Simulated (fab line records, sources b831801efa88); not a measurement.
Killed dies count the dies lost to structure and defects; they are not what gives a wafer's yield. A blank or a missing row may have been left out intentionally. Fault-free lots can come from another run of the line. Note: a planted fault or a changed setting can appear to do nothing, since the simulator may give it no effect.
Problem report, 8D (eight disciplines) form, completed by code    flow gf180mcu    the parts of the form that need people (team, actions taken, sign-off) are left out

== 1. WHAT IS WRONG ==
At GF_NWELL_COAT_02, spin-speed-rpm averages 2057.7 rpm over 6 wafers from 2 lots, while fault-free wafers read 1999.7 rpm, standard deviation 1.4. That puts it +41 standard deviations away from the usual mean.
The step: resist thk 3000 nm.
Seen first at day 7 05:12 on litho-track-01, wafer L287.4. At this step, 39 wafers from 13 lots have a number in the record. By rule, "out" or "out of limits" means more than 4 standard deviations away from the usual mean. The rest of the wafers with a number are treated as sound.

== 2. WHAT IT IS AND WHAT IT IS NOT ==
question                     is                      is not
which readings at this step  spin-speed-rpm          resist-line-temp-C
which lots                   L287, L288              L269, L270, L271, L274, L275, L277, L279, L283, L289, L290, L292
which wafers of those lots   all that have a number  -
read on which tools          litho-track-01          litho-track-02, litho-track-03
when                         from day 7 05:12        up to then (24 sound wafers); but 9 sound wafers of L289, L290, L292 came after

== 3. THE SUSPECTS, EACH WITH WHAT RULES IT OUT ==
Counting: a tool at any process step up to the reading remains a suspect when it ran all the lots that are out and ran no sound lot after the first of those.
- litho-track-01 at GF_NWELL_COAT_02 (resist thk 3000 nm): kept. All lots that are out passed through it, beginning with L287 at day 7 05:12, and no sound lot followed; its final sound lot before that point was L283 at day 6 07:55. Its own spin-speed-rpm readings are out on those wafers.
Left after counting: litho-track-01 at GF_NWELL_COAT_02.

== 4. THE CAUSE (what the simulator had put in) ==
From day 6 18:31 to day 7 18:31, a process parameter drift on litho-track-01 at GF_NWELL_COAT_02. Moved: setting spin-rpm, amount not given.
Only this tool survived the counting.

== 5. SEQUENCE OF EFFECTS, ordered by route ==
Rows list readings where the struck wafers' mean (over those with a number) sits beyond 3 standard deviations from the usual. Scope: only readings with a usual standard deviation given in the record; hours: median across lots of the time from each lot's start at the first step in this table that gives one to its start at this step; sigmas: change in usual standard deviations.
hours  step               reading                   usual       on struck wafers  change  sigmas
0      GF_NWELL_COAT_02   spin-speed-rpm            1999.7 rpm  2057.7            +58.0   +41
9      GF_NWELL_STRIP_10  strip-time-to-endpoint-s  36.95 s     36.41             -0.54   -4.9
It contains these process steps:
- GF_NWELL_COAT_02: resist thk 3000 nm.
- GF_NWELL_STRIP_10: strips in O2/N2.
Later steps that measure or inspect, where all struck wafers having a row at the step show a number for every such reading and not one has moved that far: GF_VT_IMPLANT_TW_MEAS_32.

== 6. HOW IT WOULD HAVE BEEN CAUGHT EARLIER ==
First out-of-limits reading in this record: day 7 05:12, which is 11 hours after fault onset at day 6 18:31.
